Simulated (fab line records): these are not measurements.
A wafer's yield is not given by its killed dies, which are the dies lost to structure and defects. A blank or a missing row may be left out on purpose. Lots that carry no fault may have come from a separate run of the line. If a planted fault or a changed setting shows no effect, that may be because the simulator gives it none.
Which tool did it? | flow sky130 | 24 lots, 72 wafers sampled, at 5 steps of a route of 708

## WHAT EACH GAUGE READ, for each wafer
SKY_VIA2_CD_MEAS_12: the cd target is 200 nm.
lot  | measured     | on       | cdNm (nm)
L074 | day 36 00:14 | cdSem-02 | 199.7 198.4 198.6
L075 | day 36 14:41 | cdSem-01 | 198.7 197.3 196.9
L076 | day 36 19:25 | cdSem-02 | 200.7 198.8 200.2
L077 | day 37 02:10 | cdSem-02 | 198.7 198.3 201.3
L078 | day 37 06:14 | cdSem-02 | 199.0 200.0 198.5
L079 | day 37 16:08 | cdSem-01 | 201.7 200.5 201.1
L080 | day 38 06:58 | cdSem-01 | 200.7 200.6 201.1
L081 | day 38 20:45 | cdSem-02 | 200.1 200.6 200.8
L082 | day 39 16:49 | cdSem-01 | 201.7 201.6 203.2
L083 | day 39 20:57 | cdSem-02 | 201.1 200.4 200.0
L085 | day 40 01:38 | cdSem-02 | 199.4 200.6 201.2
L084 | day 40 02:47 | cdSem-01 | 201.3 200.7 200.7
L086 | day 40 05:20 | cdSem-01 | 201.6 200.1 200.2
L088 | day 40 18:17 | cdSem-01 | 199.3 198.7 199.0
L087 | day 41 02:28 | cdSem-02 | 197.8 197.6 197.4
L090 | day 41 13:25 | cdSem-02 | 200.5 198.4 199.6
L089 | day 41 14:34 | cdSem-02 | 199.0 198.3 199.5
L091 | day 41 22:29 | cdSem-01 | 199.8 199.2 200.1
L092 | day 41 23:04 | cdSem-01 | 200.2 200.5 200.8
L093 | day 42 02:55 | cdSem-02 | 198.9 197.3 197.4
L095 | day 42 10:55 | cdSem-01 | 201.2 202.9 202.2
L094 | day 42 12:51 | cdSem-02 | 199.9 199.1 198.9
L096 | day 42 19:52 | cdSem-02 | 196.9 197.3 196.7
L097 | day 42 21:35 | cdSem-02 | 200.7 199.6 201.0

SKY_VIA2_RS_MEAS_22: a four-point-probe measurement.
lot  | measured     | on           | VIA2_W_RS (ohm/sq)
L074 | day 36 01:16 | filmMetro-02 | 0.2752 0.2757 0.2737
L075 | day 36 15:45 | filmMetro-02 | 0.2690 0.2685 0.2710
L076 | day 36 20:28 | filmMetro-02 | 0.2710 0.2760 0.2682
L077 | day 37 03:13 | filmMetro-02 | 0.2736 0.2758 0.2741
L078 | day 37 07:17 | filmMetro-01 | 0.2760 0.2765 0.2736
L079 | day 37 17:13 | filmMetro-01 | 0.2760 0.2719 0.2752
L080 | day 38 08:02 | filmMetro-01 | 0.2748 0.2764 0.2741
L081 | day 38 21:50 | filmMetro-01 | 0.2704 0.2719 0.2707
L082 | day 39 17:53 | filmMetro-02 | 0.2760 0.2730 0.2729
L083 | day 39 21:59 | filmMetro-03 | 0.2731 0.2717 0.2736
L085 | day 40 02:41 | filmMetro-03 | 0.2751 0.2726 0.2775
L084 | day 40 03:49 | filmMetro-02 | 0.2783 0.2731 0.2771
L086 | day 40 06:25 | filmMetro-02 | 0.2766 0.2781 0.2742
L088 | day 40 19:20 | filmMetro-03 | 0.2715 0.2708 0.2702
L087 | day 41 03:31 | filmMetro-02 | 0.2716 0.2747 0.2761
L090 | day 41 14:28 | filmMetro-03 | 0.2806 0.2802 0.2776
L089 | day 41 15:37 | filmMetro-02 | 0.2720 0.2725 0.2713
L091 | day 41 23:32 | filmMetro-02 | 0.2712 0.2713 0.2723
L092 | day 42 00:07 | filmMetro-02 | 0.2749 0.2742 0.2751
L093 | day 42 03:57 | filmMetro-02 | 0.2774 0.2731 0.2764
L095 | day 42 11:58 | filmMetro-02 | 0.2742 0.2703 0.2694
L094 | day 42 13:54 | filmMetro-02 | 0.2716 0.2779 0.2739
L096 | day 42 20:55 | filmMetro-02 | 0.2699 0.2692 0.2705
L097 | day 42 22:38 | filmMetro-02 | 0.2725 0.2797 0.2786

## TOOL THAT RAN EACH LOT (tool first, then ch and the chambers of the sampled wafers, then the start)
lot  | SKY_CONTACT_CVD_00              | SKY_CONTACT_CMP_04            | SKY_METAL2_SPUTTER_04
L074 | pecvd-02 ch 1,2, day 30 02:06   | cmp-01 ch 0,1,2, day 30 02:19 | pvdSputter-04, day 33 18:20
L075 | pecvd-03 ch 0,1,2, day 30 19:11 | cmp-02 ch 0,1,3, day 30 19:34 | pvdSputter-02, day 34 09:26
L076 | pecvd-04 ch 0,2, day 31 01:13   | cmp-01 ch 1,2,3, day 31 01:35 | pvdSputter-01, day 34 14:37
L077 | pecvd-03 ch 0,1, day 31 06:37   | cmp-02 ch 1,2,3, day 31 06:50 | pvdSputter-01, day 34 21:35
L078 | pecvd-04 ch 0,2, day 31 10:40   | cmp-01 ch 0,3, day 31 10:53   | pvdSputter-02, day 34 23:56
L079 | pecvd-03 ch 1,2, day 31 19:19   | cmp-02 ch 0,1,2, day 31 19:35 | pvdSputter-02, day 35 10:33
L080 | pecvd-04 ch 0,1,2, day 32 13:58 | cmp-01 ch 0,1,2, day 32 14:14 | pvdSputter-02, day 36 02:07
L081 | pecvd-03 ch 1,2, day 33 04:07   | cmp-02 ch 2,3, day 33 04:20   | pvdSputter-01, day 36 15:20
L082 | pecvd-04 ch 0,2, day 34 00:03   | cmp-02 ch 1,2,3, day 34 00:22 | pvdSputter-01, day 37 12:19
L083 | pecvd-02 ch 0,1,2, day 34 04:49 | cmp-01 ch 1,2, day 34 05:04   | pvdSputter-04, day 37 17:25
L085 | pecvd-03 ch 1,2, day 34 09:44   | cmp-01 ch 2,3, day 34 09:58   | pvdSputter-02, day 37 21:41
L084 | pecvd-02 ch 0,1, day 34 10:53   | cmp-02 ch 2,3, day 34 11:07   | pvdSputter-01, day 37 22:35
L086 | pecvd-04 ch 1,2, day 34 15:19   | cmp-01 ch 0,2,3, day 34 15:32 | pvdSputter-01, day 38 02:14
L088 | pecvd-03 ch 0,2, day 35 04:55   | cmp-02 ch 1,2, day 35 05:23   | pvdSputter-02, day 38 15:52
L087 | pecvd-02 ch 0,1,2, day 35 11:41 | cmp-02 ch 0,1,3, day 35 11:55 | pvdSputter-01, day 38 23:08
L090 | pecvd-02 ch 0,1,2, day 36 01:43 | cmp-02 ch 0,1,3, day 36 01:59 | pvdSputter-01, day 39 11:36
L089 | pecvd-03 ch 0,2, day 36 02:00   | cmp-01 ch 0,2,3, day 36 02:19 | pvdSputter-02, day 39 12:07
L091 | pecvd-04 ch 0,1,2, day 36 11:42 | cmp-02 ch 0,1,2, day 36 12:08 | pvdSputter-01, day 39 21:01
L092 | pecvd-03 ch 0,1,2, day 36 12:42 | cmp-02 ch 0,3, day 36 12:58   | pvdSputter-02, day 39 21:58
L093 | pecvd-02 ch 1,2, day 36 13:41   | cmp-02 ch 0,1,3, day 36 14:26 | pvdSputter-01, day 40 00:45
L095 | pecvd-04 ch 0,1, day 37 00:31   | cmp-01 ch 0,1,3, day 37 00:45 | pvdSputter-01, day 40 10:13
L094 | pecvd-03 ch 0,1, day 37 01:28   | cmp-01 ch 1,2,3, day 37 01:41 | pvdSputter-01, day 40 11:56
L096 | pecvd-02 ch 0,2, day 37 09:55   | cmp-01 ch 1,2,3, day 37 10:08 | pvdSputter-02, day 40 19:08
L097 | pecvd-03 ch 0,1, day 37 15:11   | cmp-01 ch 0,2,3, day 37 15:27 | pvdSputter-02, day 40 22:10
- SKY_CONTACT_CVD_00: deposits Si3N4, target thk 75 nm.
- SKY_CONTACT_CMP_04: polishes SiO2.
- SKY_METAL2_SPUTTER_04: material TiN, target thk 70 nm, time 58.3 s.

## AS READ BY THE TOOLS THEMSELVES (means over the sampled wafers that have a number; for cases with no such wafer, the mark the record gives instead)
SKY_CONTACT_CVD_00.
lot  | tool     | heaterPowerW (W)
L074 | pecvd-02 | 693
L075 | pecvd-03 | 896
L076 | pecvd-04 | 687
L077 | pecvd-03 | 816
L078 | pecvd-04 | 738
L079 | pecvd-03 | 970
L080 | pecvd-04 | 688
L081 | pecvd-03 | 856
L082 | pecvd-04 | 718
L083 | pecvd-02 | 735
L085 | pecvd-03 | 934
L084 | pecvd-02 | 826
L086 | pecvd-04 | 787
L088 | pecvd-03 | 805
L087 | pecvd-02 | 747
L090 | pecvd-02 | 780
L089 | pecvd-03 | 777
L091 | pecvd-04 | 751
L092 | pecvd-03 | 834
L093 | pecvd-02 | 796
L095 | pecvd-04 | 685
L094 | pecvd-03 | 759
L096 | pecvd-02 | 747
L097 | pecvd-03 | 796

SKY_CONTACT_CMP_04.
lot  | tool   | edgeZonePressureFrac | motorCurrentA (A) | platenRpm (rpm) | timeToEndpointS (s)
L074 | cmp-01 | 1.004                | 12.9              | 59.95           | 81
L075 | cmp-02 | 1.002                | 12.7              | 60.00           | 87
L076 | cmp-01 | 0.999                | 12.1              | 60.03           | 79
L077 | cmp-02 | 1.000                | 12.0              | 60.01           | 87
L078 | cmp-01 | 0.996                | 10.8              | 60.02           | 82
L079 | cmp-02 | 0.998                | 11.4              | 60.01           | 86
L080 | cmp-01 | 1.002                | 12.9              | 60.00           | 77
L081 | cmp-02 | 1.001                | 12.7              | 60.05           | 83
L082 | cmp-02 | 1.002                | 12.2              | 59.99           | 86
L083 | cmp-01 | 0.994                | 12.7              | 59.97           | 82
L085 | cmp-01 | 1.004                | 10.8              | 60.02           | 81
L084 | cmp-02 | 1.003                | 11.3              | 60.01           | 86
L086 | cmp-01 | 1.001                | 11.2              | 59.98           | 81
L088 | cmp-02 | 1.001                | 11.0              | 59.97           | 79
L087 | cmp-02 | 0.995                | 12.1              | 60.06           | 78
L090 | cmp-02 | 0.999                | 12.2              | 60.04           | 84
L089 | cmp-01 | 1.006                | 11.4              | 59.96           | 83
L091 | cmp-02 | 1.002                | 11.2              | 59.98           | 73
L092 | cmp-02 | 1.007                | 12.3              | 60.00           | 86
L093 | cmp-02 | 1.004                | 12.4              | 60.02           | 80
L095 | cmp-01 | 0.998                | 12.1              | 59.98           | 79
L094 | cmp-01 | 1.003                | 12.5              | 59.99           | 85
L096 | cmp-01 | 1.004                | 12.2              | 60.01           | 82
L097 | cmp-01 | 0.997                | 11.1              | 60.01           | 83

SKY_METAL2_SPUTTER_04.
lot  | tool          | cathodeDcPowerW (W) | throttleValvePct (%)
L074 | pvdSputter-04 | 6499.5              | 30.4
L075 | pvdSputter-02 | 6499.4              | 29.9
L076 | pvdSputter-01 | 6500.0              | 28.9
L077 | pvdSputter-01 | 6500.6              | 28.8
L078 | pvdSputter-02 | 6499.7              | 30.1
L079 | pvdSputter-02 | 6499.5              | 29.9
L080 | pvdSputter-02 | 6499.6              | 29.7
L081 | pvdSputter-01 | 6499.5              | 29.2
L082 | pvdSputter-01 | 6499.5              | 29.1
L083 | pvdSputter-04 | 6499.6              | 30.4
L085 | pvdSputter-02 | 6500.0              | 30.7
L084 | pvdSputter-01 | 6499.6              | 29.0
L086 | pvdSputter-01 | 6499.9              | 28.7
L088 | pvdSputter-02 | 6499.4              | 30.2
L087 | pvdSputter-01 | 6500.8              | 28.4
L090 | pvdSputter-01 | 6500.6              | 28.6
L089 | pvdSputter-02 | 6500.2              | 29.7
L091 | pvdSputter-01 | 6499.0              | 29.0
L092 | pvdSputter-02 | 6499.6              | 30.6
L093 | pvdSputter-01 | 6499.7              | 28.6
L095 | pvdSputter-01 | 6500.6              | 29.2
L094 | pvdSputter-01 | 6500.4              | 28.9
L096 | pvdSputter-02 | 6500.8              | 30.2
L097 | pvdSputter-02 | 6500.6              | 30.1

## THE ANSWER, worked out from the rows above alone
Rule: what is usual is taken from the lots themselves. The widest of any qualifying gaps counts: lots, ordered by their means at a reading, are off when they make up no more than a third of the lots, leave a main group of 4 or more, and stand apart from it by 3 or more times the standard deviation of that group's means. Not used: any main group whose means are identical at the precision the tables above print for the reading. A lot without any number at a reading at which 4 lots or more have one is off too. The other lots that the step has rows for count as sound. Order of review: gauges by route order, followed by the tools' own readings, for which a lot's mean as printed above is used. The first step at which some lot is off is used, and at that step the reading that is off furthest; a lot without a number counts as furthest.
Across all readings shown, no lot is off: no conclusion can be drawn from this.

## WHAT THE SIMULATOR HAD PUT IN
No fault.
